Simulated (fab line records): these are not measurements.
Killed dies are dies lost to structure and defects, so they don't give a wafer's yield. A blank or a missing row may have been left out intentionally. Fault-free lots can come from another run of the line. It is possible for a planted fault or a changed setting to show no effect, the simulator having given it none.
Which tool did it? + flow sky130 + 15 lots, 45 wafers sampled, at 4 steps of a route of 708

== WHAT THE GAUGES SHOWED, per wafer ==
SKY_POLY_GATE_THK_MEAS_04. Usual: POLY_GATE_CVD_03_THK 75.0 nm, standard deviation 0.85.
| lot  | measured     | on            | POLY_GATE_CVD_03_THK (nm) | flag |
|------|--------------|---------------|---------------------------|------|
| L405 | day 15 20:40 | film metro-04 | 76.7 76.5 76.7            |      |
| L404 | day 15 20:42 | film metro-02 | 76.8 75.5 75.2            |      |
| L406 | day 16 11:23 | film metro-04 | 74.9 74.8 74.6            |      |
| L408 | day 17 14:53 | film metro-04 | 75.1 74.3 75.0            |      |
| L409 | day 17 14:53 | film metro-03 | 74.8 75.3 74.7            |      |
| L412 | day 18 05:18 | film metro-04 | 75.9 76.3 76.3            |      |
| L414 | day 18 23:40 | film metro-03 | 74.2 74.2 74.1            |      |
| L413 | day 19 01:01 | film metro-04 | 75.4 74.7 75.2            |      |
| L415 | day 19 12:19 | film metro-02 | 74.8 74.9 74.8            |      |
| L416 | day 19 13:41 | film metro-03 | 75.4 75.3 75.5            |      |
| L417 | day 19 18:14 | film metro-04 | 75.0 74.7 74.1            |      |
| L420 | day 20 20:26 | film metro-02 | 73.4 73.9 74.0            |      |
| L425 | day 22 16:13 | film metro-02 | 74.3 74.9 75.2            |      |
| L426 | day 22 18:47 | film metro-02 | 74.0 74.2 74.2            |      |
| L427 | day 23 00:57 | film metro-02 | 76.4 76.2 76.7            |      |

SKY_LDD_LDN_TW_MEAS_13. Usual: LDD_LDN_TW 1473, standard deviation 12.
| lot  | measured     | on            | LDD_LDN_TW     | flag |
|------|--------------|---------------|----------------|------|
| L405 | day 23 16:04 | film metro-01 | 1487 1485 1482 |      |
| L404 | day 23 15:51 | film metro-02 | 1462 1466 1474 |      |
| L406 | day 24 04:02 | film metro-02 | 1462 1462 1461 |      |
| L408 | day 25 10:00 | film metro-02 | 1472 1459 1468 |      |
| L409 | day 25 08:06 | film metro-02 | 1468 1473 1466 |      |
| L412 | day 26 00:32 | film metro-01 | 1481 1483 1480 |      |
| L414 | day 26 17:53 | film metro-02 | 1480 1474 1475 |      |
| L413 | day 26 18:28 | film metro-02 | 1479 1481 1480 |      |
| L415 | day 27 05:30 | film metro-03 | 1338 1335 1344 | OFF  |
| L416 | day 27 06:58 | film metro-01 | 1356 1357 1357 | OFF  |
| L417 | day 27 09:53 | film metro-03 | 1342 1339 1337 | OFF  |
| L420 | day 28 11:55 | film metro-03 | 1448 1442 1444 |      |
| L425 | day 30 04:13 | film metro-01 | 1482 1476 1482 |      |
| L426 | day 30 06:37 | film metro-02 | 1480 1474 1488 |      |
| L427 | day 30 14:21 | film metro-03 | 1458 1459 1457 |      |

== TOOL THAT RAN EACH LOT (tool first, then ch and the chambers of the sampled wafers, then the start) ==
| lot  | SKY_LDD_P_STRIP_10                   | SKY_LDD_LDN_IMPLANT_10          |
|------|--------------------------------------|---------------------------------|
| L405 | plasma asher-02 ch 0,1, day 19 19:29 | implanter-04 ch 0, day 23 15:41 |
| L404 | plasma asher-04 ch 0,1, day 19 19:08 | implanter-01 ch 0, day 23 15:27 |
| L406 | plasma asher-04 ch 0,1, day 20 08:01 | implanter-04 ch 0, day 24 03:40 |
| L408 | plasma asher-01 ch 0,1, day 21 14:23 | implanter-01 ch 0, day 25 09:36 |
| L409 | plasma asher-02 ch 0,1, day 21 13:55 | implanter-03 ch 0, day 25 07:42 |
| L412 | plasma asher-04 ch 0,1, day 22 05:08 | implanter-04 ch 0, day 26 00:08 |
| L414 | plasma asher-01 ch 0,1, day 22 23:22 | implanter-01 ch 0, day 26 17:31 |
| L413 | plasma asher-01 ch 0,1, day 22 23:59 | implanter-03 ch 0, day 26 18:04 |
| L415 | plasma asher-01 ch 0,1, day 23 11:35 | implanter-01, day 27 05:06      |
| L416 | plasma asher-02 ch 0,1, day 23 12:53 | implanter-03, day 27 06:34      |
| L417 | plasma asher-01 ch 0,1, day 23 16:35 | implanter-04, day 27 09:29      |
| L420 | plasma asher-04 ch 0,1, day 24 17:56 | implanter-03 ch 0, day 28 11:31 |
| L425 | plasma asher-01 ch 0, day 26 13:47   | implanter-04 ch 0, day 30 03:49 |
| L426 | plasma asher-04 ch 0,1, day 26 15:53 | implanter-01 ch 0, day 30 06:09 |
| L427 | plasma asher-01 ch 0,1, day 26 23:38 | implanter-04 ch 0, day 30 13:57 |
- SKY_LDD_P_STRIP_10: strips in O2/N2.
- SKY_LDD_LDN_IMPLANT_10

== WHAT THE TOOLS THEMSELVES READ (means of the sampled wafers that have a number; where no wafer has one, the mark that the record gives instead) ==
SKY_LDD_P_STRIP_10. Usual: drypump motor current A 5.66 A, standard deviation 0.21; o2 flow sccm 2999 sccm, standard deviation 9.6; oes product au 0.715 a.u., standard deviation 0.0041; strip time to endpoint s 14.21 s, standard deviation 0.046.
| lot  | tool            | drypump motor current A (A) | o2 flow sccm (sccm) | oes product au (a.u.) | strip time to endpoint s (s) | flag |
|------|-----------------|-----------------------------|---------------------|-----------------------|------------------------------|------|
| L405 | plasma asher-02 | 5.61                        | 2997                | 0.712                 | 14.20                        |      |
| L404 | plasma asher-04 | 5.61                        | 3006                | 0.715                 | 14.22                        |      |
| L406 | plasma asher-04 | 5.57                        | 3002                | 0.711                 | 14.23                        |      |
| L408 | plasma asher-01 | 5.69                        | 3003                | 0.720                 | 14.14                        |      |
| L409 | plasma asher-02 | 5.62                        | 3011                | 0.716                 | 14.17                        |      |
| L412 | plasma asher-04 | 5.75                        | 3000                | 0.717                 | 14.25                        |      |
| L414 | plasma asher-01 | 5.65                        | 3000                | 0.715                 | 14.25                        |      |
| L413 | plasma asher-01 | 5.67                        | 2995                | 0.717                 | 14.21                        |      |
| L415 | plasma asher-01 | 5.69                        | 3003                | 0.713                 | 14.18                        |      |
| L416 | plasma asher-02 | 5.61                        | 3002                | 0.714                 | 14.17                        |      |
| L417 | plasma asher-01 | 5.62                        | 3009                | 0.713                 | 14.13                        |      |
| L420 | plasma asher-04 | 5.58                        | 2991                | 0.717                 | 14.17                        |      |
| L425 | plasma asher-01 | 5.55                        | 2992                | 0.716                 | 14.28                        |      |
| L426 | plasma asher-04 | 5.59                        | 2995                | 0.720                 | 14.23                        |      |
| L427 | plasma asher-01 | 5.61                        | 3011                | 0.717                 | 14.25                        |      |

SKY_LDD_LDN_IMPLANT_10. Usual: beam energy keV 15.000, standard deviation 0.0039; beam on s 10.03 s, standard deviation 0.19.
| lot  | tool         | beam energy keV | beam on s (s) | flag |
|------|--------------|-----------------|---------------|------|
| L405 | implanter-04 | 15.000          | 9.96          |      |
| L404 | implanter-01 | 15.002          | 10.15         |      |
| L406 | implanter-04 | 15.002          | 9.97          |      |
| L408 | implanter-01 | 15.000          | 10.04         |      |
| L409 | implanter-03 | 15.001          | 10.05         |      |
| L412 | implanter-04 | 15.003          | 10.07         |      |
| L414 | implanter-01 | 15.000          | 10.02         |      |
| L413 | implanter-03 | 14.998          | 9.97          |      |
| L415 | implanter-01 | -               | -             | OFF  |
| L416 | implanter-03 | -               | -             | OFF  |
| L417 | implanter-04 | -               | -             | OFF  |
| L420 | implanter-03 | 15.000          | 9.99          |      |
| L425 | implanter-04 | 14.997          | 9.91          |      |
| L426 | implanter-01 | 14.998          | 9.93          |      |
| L427 | implanter-04 | 14.994          | 9.83          |      |

== THE ANSWER, worked out from the rows above alone ==
Rule: a lot is off if the mean of its wafers that have a number lies more than 3 standard deviations from the usual mean. Also off: a lot with no number at a reading for which 4 or more lots have one. Where the step has rows for the other lots, those lots are counted as sound. First the gauges in route order, then the tools' own readings, where a lot's mean is used as printed above. At the first step where some lot is off, the reading lying furthest off is the one used; lots without a number count as furthest.
Off: L415, L416, L417, at SKY_LDD_LDN_TW_MEAS_13 (LDD_LDN_TW).
If a tool, at a process step before that reading, ran all the lots that are off and no sound lot after the first of them, it fits. Not tried: the gauges at SKY_LDD_LDN_TW_MEAS_13; whatever is off there is also off at SKY_LDD_LDN_IMPLANT_10, on other tools, and gauge error can't account for it. None of those tried fits.

== WHAT WAS PUT IN BY THE SIMULATOR ==
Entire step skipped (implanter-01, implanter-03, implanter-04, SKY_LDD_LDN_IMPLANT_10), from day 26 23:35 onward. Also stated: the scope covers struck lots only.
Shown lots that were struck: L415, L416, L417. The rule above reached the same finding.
